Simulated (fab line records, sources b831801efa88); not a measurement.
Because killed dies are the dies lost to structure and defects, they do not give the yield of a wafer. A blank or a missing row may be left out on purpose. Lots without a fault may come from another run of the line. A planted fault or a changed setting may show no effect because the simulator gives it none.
2 desks, one fault -- flow gf180mcu -- numbers are kept per desk, each desk with only its own; the story behind them comes last

## FOR THE TOOL OWNER'S DESK: litho track-02
The tool's own readings at GF_HV_LDD_DEVELOP_06 (develop time 60 s): means of the sampled wafers that have a number, for each lot that ran on this tool. If a lot's mean is further than 4 standard deviations from the usual mean, the lot is out of limits and carries the mark OUT (the distance appears in the brackets).
Columns: A = developer temp C at GF_HV_LDD_DEVELOP_06, usual 23.00 C; B = exhaust pa at GF_HV_LDD_DEVELOP_06, usual 45.0 Pa; C = resist line temp C at GF_HV_LDD_DEVELOP_06, usual 23.02 C
lot,first seen here,A,B,C
L868,day 9 23:04,23.07,46.6,22.95
L876,day 12 12:24,23.19,45.5,22.85
L879,day 13 10:49,23.06,45.7,23.07
L880,day 13 14:18,22.95,44.9,22.94
L881,day 13 22:00,22.97,46.3,23.17
L882,day 14 02:54,23.05,44.6,23.00
This desk found nothing out of limits on any of the 6 lots.

## AT THE METROLOGY DESK
What the gauges read, lot by lot, whatever tool the lot ran on: means of the sampled wafers that have a number. If a lot's mean is further than 4 standard deviations from the usual mean, the lot is out of limits and carries the mark OUT (the distance appears in the brackets).
Columns: A = POLY_GATE_OXIDATION_THK at GF_POLY_GATE_THK_MEAS_17, usual 4.01 nm; B = cd nm at GF_HV_LDD_CD_MEAS_07, usual 400.3 nm; C = HV_LDD_01_OVL at GF_HV_LDD_OVL_MEAS_20, usual 1.0 nm
lot,first seen here,A,B,C
L868,day 9 06:23,3.89,400.9,0.5
L869,day 9 12:43,3.96,399.0,1.7
L870,day 9 18:40,3.89,402.0,1.5
L876,day 11 17:23,4.11,398.2,0.7
L879,day 12 14:48,3.95,399.2,0.4
L880,day 12 17:45,4.10,323.6 (-35) OUT,-1.3
L881,day 13 01:17,3.94,329.6 (-32) OUT,1.0
L882,day 13 06:11,3.97,331.8 (-31) OUT,-0.9
L883,day 13 20:26,3.97,400.6,0.0
L884,day 14 00:43,4.16,398.3,2.2
L887,day 14 22:22,4.03,398.5,-0.1
L890,day 15 21:10,4.12,401.2,0.9
L891,day 16 08:00,4.00,401.2,1.5
Finding of this desk: L880, L881, L882 out of limits; the first was L880 at day 13 14:27, on cd nm at GF_HV_LDD_CD_MEAS_07. In limits: L868, L869, L870, L876, L879, L883, L884, L887, L890, L891.

## BROUGHT TOGETHER
Metrology desk: alarm possible at day 13 14:27 on L880, L881, L882.
Nothing out of limits was seen by the tool owner's desk.
The tool owner's desk has L880, L881, L882 on record, within its limits.
The lots listed all ran GF_HV_LDD_DEVELOP_06 on litho track-02.

## WHAT THE SIMULATOR PUT IN
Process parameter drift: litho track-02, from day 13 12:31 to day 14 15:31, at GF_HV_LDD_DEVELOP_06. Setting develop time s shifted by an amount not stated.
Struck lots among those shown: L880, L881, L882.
Time in hours between the start of the fault and the first out-of-limits reading at each desk: metrology desk, 2.
